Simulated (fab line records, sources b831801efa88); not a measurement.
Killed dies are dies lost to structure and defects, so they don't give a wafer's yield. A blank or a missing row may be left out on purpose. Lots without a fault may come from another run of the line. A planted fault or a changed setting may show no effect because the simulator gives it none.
Chamber matching | flow sky130 | SKY_CONTACT_CMP_27 on cmp-02: 4 sister chambers
The step polishes, stops on SiO2, t overpolish 15 s, target thk 0 nm. 4 wafers are shown with their chamber, then 7 later ones without.

WAFERS WITH THEIR CHAMBER
wafer  | chamber | motor_current_A (A)
L813.6 | 2       | 10.5
L816.3 | 1       | 11.2
L816.4 | 0       | 10.0
L816.5 | 3       | 10.6

WAFERS WITHOUT THEIR CHAMBER
wafer  | motor_current_A (A)
L817.1 | 12.2
L817.4 | 10.7
L817.6 | 9.5
L825.6 | 11.1
L831.1 | 10.7
L831.3 | 11.1
L831.6 | 10.6

WHICH CHAMBER EACH WENT THROUGH
wafer  | from the rows above               | in truth
L817.1 | can't be placed: 1 or 3 or 2      | 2
L817.4 | can't be placed: 3 or 2 or 1 or 0 | 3
L817.6 | can't be placed: 0 or 2 or 3      | 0
L825.6 | can't be placed: 1 or 3 or 2      | 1
L831.1 | can't be placed: 3 or 2 or 1 or 0 | 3
L831.3 | can't be placed: 1 or 3 or 2      | 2
L831.6 | can't be placed: 3 or 2 or 0 or 1 | 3
Placed correctly: 0 of 7. Can't be placed from these rows: 7 (the true chamber is among the candidates in 7). Placed wrongly: 0.
How it was worked out, from the rows above alone: a wafer's distance from a chamber is the root of the sum, over the readings, of the square of ((its reading less the chamber's mean) divided by the reading's scatter). The wafer belongs to the nearest chamber; if the next one is less than 2 further off, it can't be placed. A chamber's mean is the mean of its shown wafers. The scatter: with one shown wafer a chamber, the root of the mean of the squares of how far each hidden wafer lies from its nearest shown one.
